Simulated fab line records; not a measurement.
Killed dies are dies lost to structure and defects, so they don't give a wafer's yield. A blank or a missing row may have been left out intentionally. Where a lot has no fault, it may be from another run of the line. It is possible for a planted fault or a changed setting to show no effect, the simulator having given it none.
Which tool is to blame? -- flow gf180mcu -- 14 lots with 41 wafers sampled at 5 steps, on a route of 602 steps

WHAT EACH GAUGE READ, for each wafer
GF_PSD_CD_MEAS_07: the cd target is 400 nm.
lot,measured,on,cd_nm (nm)
L667,day 14 20:25,cd_sem-01,396.4 397.0 398.1
L668,day 15 03:52,cd_sem-01,399.5 399.9 398.2
L673,day 16 13:34,cd_sem-02,401.7 403.1 402.1
L675,day 17 07:27,cd_sem-02,404.0 403.2
L676,day 17 16:46,cd_sem-01,405.8 403.8 403.1
L678,day 18 12:46,cd_sem-01,404.0 405.3 403.0
L679,day 19 02:48,cd_sem-01,399.6 398.8 399.2
L680,day 19 22:20,cd_sem-02,401.5 402.3 401.9
L682,day 21 05:10,cd_sem-01,396.6 397.6 397.0
L684,day 21 21:21,cd_sem-02,402.0 404.1 403.7
L685,day 22 05:54,cd_sem-02,402.2 399.6 401.7
L687,day 22 14:20,cd_sem-01,403.2 404.0 399.9
L688,day 22 15:29,cd_sem-02,395.7 396.8 395.7
L686,day 22 16:44,cd_sem-02,398.9 403.9 399.4

GF_PSD_OVL_MEAS_08.
lot,measured,on,PSD_OVL (nm)
L667,day 14 20:32,overlay-01,-0.1 -1.5 1.3
L668,day 15 03:57,overlay-02,2.1 1.7 3.8
L673,day 16 13:41,overlay-01,1.8 2.2 4.7
L675,day 17 07:31,overlay-02,2.2 1.9
L676,day 17 16:51,overlay-01,0.1 0.3 1.0
L678,day 18 12:51,overlay-01,1.5 1.2 0.7
L679,day 19 02:54,overlay-02,5.1 3.4 3.7
L680,day 19 22:26,overlay-02,2.0 2.4 0.7
L682,day 21 05:17,overlay-01,-1.8 1.7 -0.5
L684,day 21 21:27,overlay-02,2.2 3.2 2.3
L685,day 22 06:00,overlay-02,2.6 0.7 0.8
L687,day 22 14:27,overlay-02,3.0 1.6 1.4
L688,day 22 15:37,overlay-02,1.9 3.2 0.9
L686,day 22 16:50,overlay-01,1.1 1.4 1.4

GF_SALICIDE_THK_MEAS_05: measures by xrf.
lot,measured,on,SALICIDE_TIN_THK (nm)
L667,day 15 18:05,film_metro-03,19.78 19.82 19.60
L668,day 16 02:34,film_metro-04,19.80 19.69 19.75
L673,day 17 13:38,film_metro-01,19.59 20.00 19.76
L675,day 18 07:52,film_metro-01,20.99 20.42
L676,day 18 17:19,film_metro-01,20.86 20.15 20.34
L678,day 19 13:38,film_metro-01,21.12 20.90 20.30
L679,day 20 03:54,film_metro-01,19.87 19.85 19.98
L680,day 20 22:51,film_metro-01,20.01 19.81 19.91
L682,day 22 06:03,film_metro-01,19.96 19.46 20.07
L684,day 22 21:45,film_metro-01,19.65 19.94 19.87
L685,day 23 04:42,film_metro-03,20.07 19.98 19.86
L687,day 23 14:12,film_metro-04,19.71 19.40 19.39
L688,day 23 15:24,film_metro-03,20.07 20.21 19.96
L686,day 23 16:39,film_metro-03,19.80 19.70 19.91

WHICH TOOL RAN EACH LOT (tool, then ch and the chambers of the sampled wafers, then the start)
lot,GF_SAB_ETCH_11,GF_SALICIDE_SPUTTER_03
L667,"rie_diel-02 ch 0,2,3, day 15 17:34","pvd_sputter-04, day 15 17:56"
L668,"rie_diel-01 ch 2,3, day 16 02:01","pvd_sputter-01, day 16 02:23"
L673,"rie_diel-04 ch 0,1,2, day 17 13:07","pvd_sputter-01, day 17 13:29"
L675,"rie_diel-04 ch 2,3, day 18 07:17","pvd_sputter-01, day 18 07:42"
L676,"rie_diel-04 ch 2,3, day 18 16:47","pvd_sputter-01, day 18 17:10"
L678,"rie_diel-04 ch 1,3, day 19 13:05","pvd_sputter-01, day 19 13:29"
L679,"rie_diel-01 ch 0,1, day 20 03:22","pvd_sputter-04, day 20 03:44"
L680,"rie_diel-01 ch 0,2,3, day 20 22:19","pvd_sputter-04, day 20 22:42"
L682,"rie_diel-02 ch 0,2,3, day 22 05:32","pvd_sputter-01, day 22 05:54"
L684,"rie_diel-02 ch 1,3, day 22 21:13","pvd_sputter-04, day 22 21:35"
L685,"rie_diel-01 ch 0,1,2, day 23 04:08","pvd_sputter-04, day 23 04:32"
L687,"rie_diel-04 ch 1,2,3, day 23 13:41","pvd_sputter-01, day 23 14:04"
L688,"rie_diel-02 ch 0,3, day 23 14:53","pvd_sputter-04, day 23 15:15"
L686,"rie_diel-01 ch 0,1,2, day 23 16:07","pvd_sputter-04, day 23 16:29"
- GF_SAB_ETCH_11: etches SiO2 in C4F8/O2/Ar, target depth 55 nm, time 8.5 s.
- GF_SALICIDE_SPUTTER_03: material TiN, target thk 20 nm, time 16.7 s.

WHAT THE TOOLS THEMSELVES READ (means of the sampled wafers that have a number; where no wafer has one, the mark that the record gives instead)
GF_SAB_ETCH_11.
lot,tool,oes_product_au (a.u.)
L667,rie_diel-02,0.998
L668,rie_diel-01,1.006
L673,rie_diel-04,1.007
L675,rie_diel-04,1.005
L676,rie_diel-04,1.005
L678,rie_diel-04,1.002
L679,rie_diel-01,0.998
L680,rie_diel-01,1.001
L682,rie_diel-02,1.003
L684,rie_diel-02,0.989
L685,rie_diel-01,1.001
L687,rie_diel-04,1.003
L688,rie_diel-02,0.995
L686,rie_diel-01,0.989

GF_SALICIDE_SPUTTER_03.
lot,tool,cathode_dc_power_W (W),throttle_valve_pct (%)
L667,pvd_sputter-04,6499.9,30.8
L668,pvd_sputter-01,6500.0,29.6
L673,pvd_sputter-01,6499.9,29.2
L675,pvd_sputter-01,6501.6,29.0
L676,pvd_sputter-01,6499.2,28.1
L678,pvd_sputter-01,6499.9,29.1
L679,pvd_sputter-04,6500.2,29.4
L680,pvd_sputter-04,6501.3,29.7
L682,pvd_sputter-01,6499.3,29.3
L684,pvd_sputter-04,6500.0,30.5
L685,pvd_sputter-04,6500.2,29.9
L687,pvd_sputter-01,6499.1,30.0
L688,pvd_sputter-04,6500.1,30.8
L686,pvd_sputter-04,6499.5,29.5

THE ANSWER, worked out from the rows above alone
Rule: the usual values come from the lots themselves. Put in order of their means at a reading, lots are off if they are a third of the lots or fewer, leave a main group of 4 or more, and stand apart from it by a gap of 3 or more times the standard deviation of the main group's means; of several such gaps the widest counts. Not used: any main group whose means are identical at the precision the tables above print for the reading. A lot without any number at a reading at which 4 lots or more have one is off too. Where the step has rows for the other lots, those lots are counted as sound. First the gauges in route order, then the tools' own readings, where a lot's mean is used as printed above. At the first step where some lot is off, the reading lying furthest off is the one used; lots without a number count as furthest.
None of the lots is off at any reading shown; this tells nothing.

WHAT HAD BEEN PUT IN BY THE SIMULATOR
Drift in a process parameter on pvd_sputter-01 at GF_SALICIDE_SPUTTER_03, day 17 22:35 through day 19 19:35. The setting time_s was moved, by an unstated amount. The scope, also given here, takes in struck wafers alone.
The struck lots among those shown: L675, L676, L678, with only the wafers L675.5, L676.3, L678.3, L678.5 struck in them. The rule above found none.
